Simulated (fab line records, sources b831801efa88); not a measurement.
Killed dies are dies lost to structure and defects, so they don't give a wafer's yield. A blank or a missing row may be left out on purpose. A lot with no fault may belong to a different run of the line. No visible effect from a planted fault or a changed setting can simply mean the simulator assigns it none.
2 desks looking at one fault	flow sky130	only its own numbers are on each desk; what lay behind them is given at the end

THE TOOL OWNER'S DESK: rie-diel-01
The tool's own readings at SKY_CONTACT_ETCH_17 (etches SiO2 in C4F8/O2/Ar, stops on Si3N4, target depth 340 nm): means of the sampled wafers that have a number, for each lot that ran on this tool. Marked OUT: a lot whose mean sits more than 4 standard deviations from the usual mean, which makes it out of limits; the brackets give that distance.
Columns: A = chamber-pressure-mTorr at SKY_CONTACT_ETCH_17, usual 40.01 mTorr; B = oes-product-au at SKY_CONTACT_ETCH_17, usual 0.892 a.u.; C = rf-fwd-power-W at SKY_CONTACT_ETCH_17, usual 1486 W
lot	first seen here	A	B	C
L944	day 33 02:11	39.99	0.893	1487
L950	day 34 22:33	40.02	0.892	1486
L953	day 37 11:12	40.03	0.891	1729 (+44) OUT
L957	day 37 14:24	40.02	0.891	1720 (+42) OUT
This desk finds L953, L957 out of limits, L953 being first, at day 37 11:12 (rf-fwd-power-W at SKY_CONTACT_ETCH_17). L944, L950: within limits.

THE METROLOGY DESK
Means of the sampled wafers that have a number, per lot and without regard to the tool the lot ran on: this is what the gauges read. Marked OUT: a lot whose mean sits more than 4 standard deviations from the usual mean, which makes it out of limits; the brackets give that distance.
Columns: A = METAL1_ALCU_RS at SKY_METAL1_RS_MEAS_05, usual 0.1263 ohm/sq
lot	first seen here	A
L940	day 31 09:17	0.1256
L943	day 32 15:12	0.1263
L942	day 32 17:19	0.1259
L944	day 33 03:40	0.1265
L947	day 33 15:22	0.1255
L950	day 35 00:07	0.1270
L953	day 37 12:44	0.1271
L957	day 37 15:56	0.1273
L959	day 37 17:44	0.1272
L962	day 39 09:26	0.1260
L963	day 39 11:45	0.1250
This desk's finding: nothing out of limits on any of the 11 lots.

TAKEN TOGETHER
The tool owner's desk could have raised an alarm at day 37 11:12, on L953, L957.
Nothing out of limits was seen by the metrology desk.
The metrology desk holds a record of L953, L957, inside its limits.
All the named lots went through SKY_CONTACT_ETCH_17 on rie-diel-01.

WHAT THE SIMULATOR HAD INSERTED
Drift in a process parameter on rie-diel-01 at SKY_CONTACT_ETCH_17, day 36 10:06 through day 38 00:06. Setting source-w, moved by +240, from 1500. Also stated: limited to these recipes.
Shown lots that were struck: L953, L957.
Delay in hours, fault start to first out-of-limits reading, by desk: the tool owner's desk at 25.
